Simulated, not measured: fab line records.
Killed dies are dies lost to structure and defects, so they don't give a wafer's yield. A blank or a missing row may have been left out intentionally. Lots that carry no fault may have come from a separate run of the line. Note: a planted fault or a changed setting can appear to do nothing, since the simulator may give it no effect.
fab line records | flow gf180mcu | part 2 of 2: steps 29 to 40 of 40
record lots=5 | wafers=15 | last-day=34
route steps=602 shown VT_IMPLANT@126 MVSD@136 NWELL@137 LVPWELL@138 MVPSD@139 DUAL_GATE@141 POLY_GATE@157
lots untouched by any fault: they come from a run of this same line in which no faults occurred
start-h: hours from the record's first day to the start of the lot's first wafer shown | wait-h: hours from the lot's prior step to this one | " identical to the entry in the row above | L1.1+2: one row covering several wafers at once | - value missing, or start not given | * or withheld: withheld | < > ~ a bound
route shown NAME@n: names a module that has steps shown in the file, with the first one's number in the route | usual: mean/standard deviation taken from wafers without a fault | same: alike in all rows | chamber/n: place in a boat | sites: each site's reading | _std_site: standard deviation across them | _edge_site: inner sites' mean taken away from outer sites' mean | radius-mm: for every site, how far away it sits from the centre of the wafer | mask NAME#n: copy n | behind: the most recent tool/chamber to have shaped the wafer | hold: the reason the lot was held/the length of the hold in hours/how it ended | device: names the non-switching transistor (n, p or np) | end of line: tests run on the same wafers once the route is complete | a step with no rows: only its recipe | killed: at the first sort, the dies lost to defects and structure; wafer yield is something else | map: shows each die of a wafer: x if killed, . if not, _ if none is there
set.NAME: the run value of the setting; set.NAME@STEP: its run value at that earlier step | model.NAME: the simulator's own value behind a step, which no gauge read
a table for each step, a row for each wafer; lots at some steps of the route
services: a tool's chamber out of use, with start hour (start-h, from the record's first day; less than 0 if before it), hours out, and reason
## steps
# step GF_DUAL_GATE_STRIP_13
# recipe chemistry=O2/N2 | power-w=1400 | pressure-mtorr=1500 | platen-temp-c=250 | o2-flow-sccm=3000 | n2-flow-sccm=300 | overash-fraction=0.5
# usual drypump-motor-current-A=5.52/0.27 | heater-power-w=357/41 | oes-product-au=0.716/0.0049 | strip-time-to-endpoint-s=12.62/0.031
lot.wafer | tool            | chamber | start-h | wait-h | drypump-motor-current-A | heater-power-w | oes-product-au | rf-hours-counter-h | strip-time-to-endpoint-s
L083.1    | plasma-asher-01 | 1       | 237.82  | 0.0    | 5.08                    | 410            | 0.725          | 12                 | 12.57
L083.2    | "               | 0       | "       | "      | 5.57                    | 325            | 0.712          | 12                 | 12.56
L083.4    | "               | 1       | "       | "      | 5.08                    | 415            | 0.715          | -                  | 12.59
L087.2    | plasma-asher-02 | 0       | 283.70  | 0.0    | 5.62                    | 360            | 0.713          | 62                 | 12.67
L087.3    | "               | 0       | "       | "      | 5.56                    | 358            | 0.714          | -                  | 12.65
L087.5    | "               | 0       | "       | "      | 5.59                    | 354            | 0.714          | -                  | 12.67
L089.1    | plasma-asher-04 | 0       | 289.75  | 0.0    | 5.46                    | 357            | 0.707          | 64                 | 12.58
L089.3    | "               | 0       | "       | "      | 5.47                    | 357            | 0.715          | -                  | 12.58
L089.5    | "               | 0       | "       | "      | 5.47                    | 353            | 0.717          | -                  | 12.58
L095.1    | plasma-asher-04 | 0       | 321.16  | 0.0    | 5.48                    | 355            | 0.724          | 67                 | 12.64
L095.5    | "               | 1       | "       | "      | 5.94                    | 368            | 0.716          | -                  | 12.62
L095.6    | "               | 0       | "       | "      | 5.47                    | 361            | 0.712          | -                  | 12.66
L097.2    | plasma-asher-01 | 1       | 341.72  | 0.0    | 5.09                    | 407            | 0.721          | 21                 | 12.62
L097.3    | "               | 0       | "       | "      | 5.59                    | 328            | 0.715          | -                  | 12.60
L097.5    | "               | 1       | "       | "      | 5.07                    | 412            | 0.723          | -                  | 12.61
# step GF_DUAL_GATE_CLEAN_14
# recipe chemistry=SC1/SC2 | mix=1:4:20 | temp-c=70 | time-s=150 | dry=n2-spin
# usual bath-guard-temp-C=70.1/0.52
lot.wafer | tool         | chamber | start-h | wait-h | bath-guard-temp-C
L083.1    | wet-bench-03 | 1       | 237.92  | 0.1    | 70.4
L083.2    | "            | 1       | "       | "      | 70.4
L083.4    | "            | 1       | "       | "      | 70.3
L087.2    | wet-bench-03 | 2       | 283.80  | 0.1    | 70.2
L087.3    | "            | 2       | "       | "      | 70.0
L087.5    | "            | 2       | "       | "      | 70.2
L089.1    | wet-bench-03 | 3       | 289.85  | 0.1    | 70.0
L089.3    | "            | 3       | "       | "      | 70.6
L089.5    | "            | 3       | "       | "      | 70.3
L095.1    | wet-bench-02 | 0       | 321.26  | 0.1    | 69.5
L095.5    | "            | 0       | "       | "      | 69.8
L095.6    | "            | 0       | "       | "      | 70.0
L097.2    | wet-bench-02 | 2       | 341.82  | 0.1    | 70.4
L097.3    | "            | 2       | "       | "      | 70.6
L097.5    | "            | 2       | "       | "      | 70.4
# step GF_DUAL_GATE_OXIDATION_15
# recipe temp-c=850 | ambient=O2 | stabilise-s=600 | purge-s=300 | target-thk-a=70.98 | ox-time-s=1995
# usual zone-power-upper-pct=16.4/1.3
lot.wafer | tool       | chamber | start-h | wait-h | zone-power-upper-pct
L083.1    | furnace-01 | 0       | 237.97  | 0.0    | 17.9
L083.2    | "          | 0       | "       | "      | 17.8
L083.4    | "          | 0       | "       | "      | 17.7
L087.2    | furnace-01 | 0       | 283.85  | 0.0    | 17.8
L087.3    | "          | 0       | "       | "      | 17.7
L087.5    | "          | 0       | "       | "      | 17.6
L089.1    | furnace-02 | 0       | 289.90  | 0.0    | 15.2
L089.3    | "          | 0       | "       | "      | 15.3
L089.5    | "          | 0       | "       | "      | 15.2
L095.1    | furnace-01 | 0       | 323.30  | 2.0    | 17.4
L095.5    | "          | 0       | "       | "      | 17.9
L095.6    | "          | 0       | "       | "      | 17.8
L097.2    | furnace-02 | 0       | 342.48  | 0.6    | 15.1
L097.3    | "          | 0       | "       | "      | 15.2
L097.5    | "          | 0       | "       | "      | 15.1
# step GF_POLY_GATE_CVD_00
# recipe material=poly-Si | target-thk-nm=200 | temp-c=620 | time-s=1200 | pressure-mtorr=200
# usual pressure-mtorr=200.1/0.4 | zone-power-upper-pct=9.0/0.48
lot.wafer | tool     | chamber | start-h | wait-h | pressure-mtorr | zone-power-upper-pct
L083.1    | lpcvd-01 | 0       | 239.52  | 0.0    | 200.8          | 9.6
L083.2    | "        | 0       | "       | "      | 200.8          | 9.4
L083.4    | "        | 0       | "       | "      | 200.7          | 9.5
L087.2    | lpcvd-01 | 1       | 285.40  | 0.0    | 200.7          | 8.3
L087.3    | "        | 1       | "       | "      | 200.6          | 8.3
L087.5    | "        | 1       | "       | "      | 200.4          | 8.4
L089.1    | lpcvd-01 | 0       | 291.45  | 0.0    | 200.3          | 9.5
L089.3    | "        | 0       | "       | "      | 199.9          | 9.7
L089.5    | "        | 0       | "       | "      | 200.3          | 9.7
L095.1    | lpcvd-01 | 0       | 324.86  | 0.0    | 200.5          | 9.4
L095.5    | "        | 0       | "       | "      | 200.5          | 9.5
L095.6    | "        | 0       | "       | "      | 200.4          | 9.5
L097.2    | lpcvd-01 | 1       | 344.03  | 0.0    | 200.4          | 8.2
L097.3    | "        | 1       | "       | "      | 200.3          | 8.3
L097.5    | "        | 1       | "       | "      | 200.7          | 8.2
# step GF_POLY_GATE_THK_MEAS_01
# recipe reads=poly-Si_of_POLY_GATE_CVD_00
# usual POLY_GATE_CVD_00_THK=199.5/1.7
lot.wafer | tool          | chamber | start-h | wait-h | POLY_GATE_CVD_00_THK[nm]
L083.1    | film-metro-04 | -       | 240.86  | 0.0    | 200.6
L083.2    | "             | -       | "       | "      | 199.6
L083.4    | "             | -       | "       | "      | 200.8
L087.2    | film-metro-04 | -       | 286.75  | 0.0    | 203.4
L087.3    | "             | -       | "       | "      | 201.0
L087.5    | "             | -       | "       | "      | 202.0
L089.1    | film-metro-04 | -       | 292.79  | 0.0    | 201.0
L089.3    | "             | -       | "       | "      | 198.4
L089.5    | "             | -       | "       | "      | 198.6
L095.1    | film-metro-03 | -       | 326.19  | 0.0    | 199.5
L095.5    | "             | -       | "       | "      | 199.8
L095.6    | "             | -       | "       | "      | 201.1
L097.2    | film-metro-04 | -       | 345.37  | 0.0    | 199.9
L097.3    | "             | -       | "       | "      | 197.9
L097.5    | "             | -       | "       | "      | 198.6
# step GF_POLY_GATE_DEHYDRATE_02
# recipe temp-c=200 | time-s=60
lot.wafer  | tool           | chamber | start-h | wait-h
L083.1+2+4 | litho-track-03 | 0       | 249.78  | 8.9
L087.2+3+5 | litho-track-04 | 0       | 296.72  | 10.0
L089.1+3+5 | litho-track-04 | 0       | 302.19  | 9.4
L095.1+5+6 | litho-track-04 | 0       | 336.74  | 10.5
L097.2+3+5 | litho-track-04 | 0       | 355.72  | 10.3
# step GF_POLY_GATE_HMDS_03
# recipe prime-time-s=60 | prime-temp-c=120
# usual prime-temp-c=120.00/0.15
lot.wafer | tool           | chamber | start-h | wait-h | prime-temp-c
L083.1    | litho-track-03 | 0       | 249.93  | 0.1    | 119.86
L083.2    | "              | 0       | "       | "      | 119.82
L083.4    | "              | 0       | "       | "      | 119.88
L087.2    | litho-track-04 | 0       | 296.87  | 0.1    | 119.87
L087.3    | "              | 0       | "       | "      | 119.78
L087.5    | "              | 0       | "       | "      | 119.91
L089.1    | litho-track-04 | 0       | 302.34  | 0.1    | 119.77
L089.3    | "              | 0       | "       | "      | 119.98
L089.5    | "              | 0       | "       | "      | 119.93
L095.1    | litho-track-04 | 0       | 336.89  | 0.1    | 120.04
L095.5    | "              | 0       | "       | "      | 120.20
L095.6    | "              | 0       | "       | "      | 120.07
L097.2    | litho-track-04 | 0       | 355.87  | 0.1    | 119.86
L097.3    | "              | 0       | "       | "      | 119.75
L097.5    | "              | 0       | "       | "      | 119.89
# step GF_POLY_GATE_COAT_04
# recipe resist=BARC | temp-c=withheld | time-s=withheld | spin-rpm=withheld | resist-thk-nm=withheld
lot.wafer  | tool           | chamber | start-h | wait-h
L083.1+2+4 | litho-track-03 | 0       | 250.08  | 0.1
L087.2+3+5 | litho-track-04 | 0       | 297.02  | 0.1
L089.1+3+5 | litho-track-04 | 0       | 302.49  | 0.1
L095.1+5+6 | litho-track-04 | 0       | 337.04  | 0.1
L097.2+3+5 | litho-track-04 | 0       | 356.02  | 0.1
# step GF_POLY_GATE_COAT_05
# recipe resist=KrF | spin-rpm=withheld | resist-thk-nm=700
lot.wafer  | tool           | chamber | start-h | wait-h
L083.1+2+4 | litho-track-03 | 0       | -       | -
L087.2+3+5 | litho-track-04 | 0       | -       | -
L089.1+3+5 | litho-track-04 | 0       | -       | -
L095.1+5+6 | litho-track-04 | 0       | -       | -
L097.2+3+5 | litho-track-04 | 0       | -       | -
# step GF_POLY_GATE_SOFTBAKE_06
# recipe temp-c=131.2 | time-s=60 | resist=KrF
lot.wafer  | tool           | chamber | start-h | wait-h
L083.1+2+4 | litho-track-03 | 0       | -       | -
L087.2+3+5 | litho-track-04 | 0       | -       | -
L089.1+3+5 | litho-track-04 | 0       | -       | -
L095.1+5+6 | litho-track-04 | 0       | -       | -
L097.2+3+5 | litho-track-04 | 0       | -       | -
# step GF_POLY_GATE_EXPOSE_07
# recipe mask-id=Poly2 | target-cd-nm=280 | na=0.68 | source-shape=conventional | sigma-outer=0.6 | dose-mj=28
# usual reticle-temp-C=23.03/0.11
lot.wafer | tool           | chamber | start-h | wait-h | mask    | reticle-temp-C
L083.1    | krf-scanner-01 | 0       | -       | -      | Poly2#0 | 22.98
L083.2    | "              | 0       | "       | "      | Poly2#0 | 22.96
L083.4    | "              | 0       | "       | "      | Poly2#0 | 22.94
L087.2    | krf-scanner-01 | 0       | -       | -      | Poly2#0 | 23.16
L087.3    | "              | 0       | "       | "      | Poly2#0 | 23.14
L087.5    | "              | 0       | "       | "      | Poly2#0 | 23.14
L089.1    | krf-scanner-02 | 0       | -       | -      | Poly2#0 | 22.95
L089.3    | "              | 0       | "       | "      | Poly2#0 | 23.17
L089.5    | "              | 0       | "       | "      | Poly2#0 | 22.93
L095.1    | krf-scanner-01 | 0       | -       | -      | Poly2#0 | 22.93
L095.5    | "              | 0       | "       | "      | Poly2#0 | 22.98
L095.6    | "              | 0       | "       | "      | Poly2#0 | 22.94
L097.2    | krf-scanner-02 | 0       | -       | -      | Poly2#0 | 22.89
L097.3    | "              | 0       | "       | "      | Poly2#0 | 23.12
L097.5    | "              | 0       | "       | "      | Poly2#0 | 22.90
# step GF_POLY_GATE_PEB_08
# recipe peb-temp-c=135 | peb-time-s=90 | resist=KrF
lot.wafer  | tool           | chamber | start-h | wait-h
L083.1+2+4 | litho-track-04 | 0       | -       | -
L087.2+3+5 | litho-track-04 | 0       | -       | -
L089.1+3+5 | litho-track-03 | 0       | -       | -
L095.1+5+6 | litho-track-04 | 0       | -       | -
L097.2+3+5 | litho-track-03 | 0       | -       | -
## services
tool             | chamber | start-h | hours | kind
krf-scanner-01   | -       | 187.82  | 1.0   | pm
krf-scanner-02   | -       | 203.14  | 1.0   | pm
krf-scanner-02   | -       | 209.04  | 2.5   | repair
furnace-01       | -       | 212.77  | 4.8   | pm
wet-bench-03     | -       | 216.07  | 0.5   | repair
iline-stepper-01 | -       | 216.40  | 1.7   | pm
wet-bench-04     | -       | 225.96  | 6.7   | repair
krf-scanner-01   | -       | 230.41  | 0.8   | pm
iline-stepper-02 | -       | 253.57  | 1.7   | pm
plasma-asher-01  | -       | 255.60  | 0.8   | repair
plasma-asher-01  | -       | 267.40  | 14.6  | pm
furnace-01       | -       | 272.76  | 4.5   | pm
implanter-01     | -       | 278.70  | 2.4   | pm
plasma-asher-03  | -       | 281.21  | 1.2   | repair
plasma-asher-01  | -       | 286.07  | 1.9   | repair
krf-scanner-02   | -       | 288.63  | 0.8   | pm
plasma-asher-04  | -       | 296.57  | 4.1   | repair
furnace-02       | -       | 307.93  | 4.5   | pm
iline-stepper-01 | -       | 319.67  | 4.4   | pm
wet-bench-04     | -       | 322.01  | 1.5   | repair
wet-bench-03     | -       | 331.68  | 1.9   | pm
krf-scanner-01   | -       | 335.03  | 2.1   | repair
krf-scanner-01   | -       | 355.37  | 1.3   | pm
krf-scanner-01   | -       | 356.72  | 1.0   | pm
